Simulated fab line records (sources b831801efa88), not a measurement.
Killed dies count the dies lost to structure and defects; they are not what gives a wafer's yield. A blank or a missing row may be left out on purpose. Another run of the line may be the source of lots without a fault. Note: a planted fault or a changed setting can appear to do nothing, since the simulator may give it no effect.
Which tool is to blame? + flow gf180mcu + 14 lots, 42 wafers sampled, at 5 steps of a route of 602

== WHAT THE GAUGES READ, wafer by wafer ==
GF_LVPWELL_OVL_MEAS_07. Usual: LVPWELL_OVL 1.3 nm, standard deviation 1.3.
| lot  | measured    | on         | LVPWELL_OVL (nm) | flag |
|------|-------------|------------|------------------|------|
| L766 | day 4 02:55 | overlay-02 | 1.3 1.7 3.0      |      |
| L770 | day 5 02:46 | overlay-01 | 2.4 1.5 2.0      |      |
| L771 | day 5 05:56 | overlay-02 | 0.5 -0.3 1.9     |      |
| L772 | day 5 12:25 | overlay-01 | 2.7 3.0 0.4      |      |
| L774 | day 5 23:58 | overlay-02 | -0.8 -1.0 0.3    |      |
| L776 | day 6 13:25 | overlay-01 | -1.0 0.2 -0.4    |      |
| L778 | day 6 21:48 | overlay-01 | 0.2 0.9 1.9      |      |
| L782 | day 7 19:49 | overlay-02 | 0.1 0.7 -0.2     |      |
| L783 | day 8 00:53 | overlay-01 | 2.0 2.8 2.3      |      |
| L784 | day 8 08:22 | overlay-01 | 2.8 2.6 0.4      |      |
| L785 | day 8 14:18 | overlay-01 | 0.6 2.1 0.8      |      |
| L786 | day 8 22:31 | overlay-02 | 2.9 1.1 1.2      |      |
| L787 | day 9 02:17 | overlay-02 | -0.4 -0.2 1.9    |      |
| L788 | day 9 06:43 | overlay-01 | 3.4 2.6 3.1      |      |

GF_VT_IMPLANT_TW_MEAS_10. Usual: VT_IMPLANT_TW 564, standard deviation 4.1.
| lot  | measured     | on            | VT_IMPLANT_TW | flag |
|------|--------------|---------------|---------------|------|
| L766 | day 5 21:20  | film metro-04 | 567 564 564   |      |
| L770 | day 7 00:44  | film metro-02 | 565 565 562   |      |
| L771 | day 7 03:27  | film metro-02 | 567 563 562   |      |
| L772 | day 7 10:44  | film metro-04 | 570 571 569   |      |
| L774 | day 7 22:47  | film metro-02 | 566 564 562   |      |
| L776 | day 8 12:07  | film metro-01 | 559 559 562   |      |
| L778 | day 8 22:50  | film metro-01 | 562 561 557   |      |
| L782 | day 9 22:50  | film metro-02 | 565 564 564   |      |
| L783 | day 10 04:32 | film metro-01 | 558 556 555   |      |
| L784 | day 10 12:49 | film metro-02 | 568 569 565   |      |
| L785 | day 10 20:08 | film metro-04 | 573 572 567   |      |
| L786 | day 11 03:23 | film metro-04 | 569 568 567   |      |
| L787 | day 11 08:19 | film metro-04 | 565 569 566   |      |
| L788 | day 11 13:40 | film metro-01 | 561 560 556   |      |

GF_VT_IMPLANT_TW_MEAS_32. Usual: VT_IMPLANT_3_TW 268.1, standard deviation 2.1.
| lot  | measured     | on            | VT_IMPLANT_3_TW   | flag |
|------|--------------|---------------|-------------------|------|
| L766 | day 7 03:23  | film metro-02 | 269.2 268.1 268.0 |      |
| L770 | day 8 07:58  | film metro-01 | 266.6 266.9 267.1 |      |
| L771 | day 8 11:38  | film metro-02 | 270.6 269.4 269.5 |      |
| L772 | day 8 19:52  | film metro-01 | 268.3 267.1 266.1 |      |
| L774 | day 9 08:37  | film metro-02 | 269.0 270.5 268.2 |      |
| L776 | day 9 22:43  | film metro-02 | 268.3 269.6 268.8 |      |
| L778 | day 10 09:43 | film metro-04 | 271.3 270.4 272.6 |      |
| L782 | day 11 10:31 | film metro-01 | 265.0 266.6 265.4 |      |
| L783 | day 11 17:11 | film metro-04 | 271.6 270.1 270.8 |      |
| L784 | day 12 02:16 | film metro-04 | 270.1 271.0 271.3 |      |
| L785 | day 12 09:10 | film metro-04 | 270.3 269.0 270.1 |      |
| L786 | day 12 17:29 | film metro-02 | 270.6 270.9 267.7 |      |
| L787 | day 12 23:14 | film metro-01 | 267.0 266.2 266.4 |      |
| L788 | day 13 04:01 | film metro-01 | 265.5 266.6 266.9 |      |

GF_VT_IMPLANT_RS_MEAS_49: a four-point-probe measurement. Usual: MVPSD_RS 1169.5 ohm/sq, standard deviation 2.7.
| lot  | measured     | on            | MVPSD_RS (ohm/sq)    | flag |
|------|--------------|---------------|----------------------|------|
| L766 | day 7 19:40  | film metro-04 | 1169.1 1170.7 1171.2 |      |
| L770 | day 9 00:51  | film metro-04 | 1164.3 1165.8 1165.7 |      |
| L771 | day 9 05:40  | film metro-03 | 1167.5 1168.5 1170.7 |      |
| L772 | day 9 13:46  | film metro-02 | 1174.3 1169.3 1170.1 |      |
| L774 | day 10 02:47 | film metro-04 | 1170.4 1166.1 1167.3 |      |
| L776 | day 10 16:55 | film metro-04 | 1170.0 1169.6 1165.9 |      |
| L778 | day 11 04:19 | film metro-02 | 1168.5 1168.4 1170.8 |      |
| L782 | day 12 05:59 | film metro-03 | 1199.1 1194.7 1197.4 | OFF  |
| L783 | day 12 13:13 | film metro-02 | 1196.7 1196.9 1198.0 | OFF  |
| L784 | day 12 22:54 | film metro-04 | 1170.0 1168.4 1168.2 |      |
| L785 | day 13 05:40 | film metro-03 | 1168.2 1172.8 1168.5 |      |
| L786 | day 13 13:48 | film metro-02 | 1167.9 1168.8 1167.2 |      |
| L787 | day 13 19:48 | film metro-03 | 1171.7 1173.9 1175.0 |      |
| L788 | day 14 00:38 | film metro-03 | 1170.2 1171.7 1167.9 |      |

== EACH LOT AND THE TOOL THAT RAN IT (in order: tool; ch and the chambers of the sampled wafers; start) ==
| lot  | GF_MVPSD_IMPLANT_08             |
|------|---------------------------------|
| L766 | implanter-04 ch 0, day 5 06:34  |
| L770 | implanter-02 ch 0, day 6 08:55  |
| L771 | implanter-02 ch 0, day 6 12:25  |
| L772 | implanter-04 ch 0, day 6 19:39  |
| L774 | implanter-03 ch 0, day 7 06:26  |
| L776 | implanter-03 ch 0, day 7 19:31  |
| L778 | implanter-03 ch 0, day 8 06:00  |
| L782 | implanter-03 ch 0, day 9 05:50  |
| L783 | implanter-03 ch 0, day 9 10:58  |
| L784 | implanter-02 ch 0, day 9 18:47  |
| L785 | implanter-02 ch 0, day 10 02:07 |
| L786 | implanter-02 ch 0, day 10 09:30 |
| L787 | implanter-04 ch 0, day 10 13:38 |
| L788 | implanter-02 ch 0, day 10 19:16 |
- GF_MVPSD_IMPLANT_08

== WHAT THE TOOLS THEMSELVES READ (means of the sampled wafers that have a number; where no wafer has one, the mark that the record gives instead) ==
GF_MVPSD_IMPLANT_08. Usual: beam energy keV 169.99, standard deviation 0.052; dose ions cm2 1.5001e+13, standard deviation 1.5e+10.
| lot  | tool         | beam energy keV | dose ions cm2 | flag |
|------|--------------|-----------------|---------------|------|
| L766 | implanter-04 | 170.00          | 1.5016e+13    |      |
| L770 | implanter-02 | 170.01          | 1.5002e+13    |      |
| L771 | implanter-02 | 169.96          | 1.4991e+13    |      |
| L772 | implanter-04 | 169.99          | 1.4975e+13    |      |
| L774 | implanter-03 | 169.97          | 1.5003e+13    |      |
| L776 | implanter-03 | 170.02          | 1.5008e+13    |      |
| L778 | implanter-03 | 170.04          | 1.5002e+13    |      |
| L782 | implanter-03 | 170.04          | 1.4327e+13    | OFF  |
| L783 | implanter-03 | 169.97          | 1.4333e+13    | OFF  |
| L784 | implanter-02 | 169.95          | 1.5009e+13    |      |
| L785 | implanter-02 | 169.95          | 1.4987e+13    |      |
| L786 | implanter-02 | 170.01          | 1.4990e+13    |      |
| L787 | implanter-04 | 169.99          | 1.5004e+13    |      |
| L788 | implanter-02 | 170.02          | 1.5013e+13    |      |

== THE ANSWER, worked out from the rows above alone ==
Rule: take the mean of a lot's wafers that have a number; if it is more than 3 standard deviations from the usual mean, the lot is off. A lot without any number at a reading at which 4 lots or more have one is off too. The other lots that the step has rows for count as sound. The gauges are gone through in route order, then the tools' own readings, and for those a lot's mean is taken as printed above. At the first step where some lot is off, the reading lying furthest off is the one used; lots without a number count as furthest.
Off: L782, L783, at GF_VT_IMPLANT_RS_MEAS_49 (MVPSD_RS).
If a tool, at a process step before that reading, ran all the lots that are off and no sound lot after the first of them, it fits. Not tried: the gauges at GF_VT_IMPLANT_RS_MEAS_49; whatever is off there is also off at GF_MVPSD_IMPLANT_08, on other tools, and gauge error can't account for it. One candidate fits, namely implanter-03 at GF_MVPSD_IMPLANT_08. A fault onset in the window from L778 (day 8 06:00, its last sound lot) to L782 (day 9 05:50, its first lot off) fits.
The tool's own readings at GF_MVPSD_IMPLANT_08 bear it out: on the lots that are off they differ by more than 5 times the standard deviation of the sound lots' means. dose ions cm2 reads 1.4330e+13 there against 1.5000e+13 on the sound lots.

== WHAT HAD BEEN PUT IN BY THE SIMULATOR ==
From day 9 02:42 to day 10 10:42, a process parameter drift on implanter-03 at GF_MVPSD_IMPLANT_08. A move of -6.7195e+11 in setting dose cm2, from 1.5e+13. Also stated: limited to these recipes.
Shown lots that were struck: L782, L783. Same finding as the rule above.
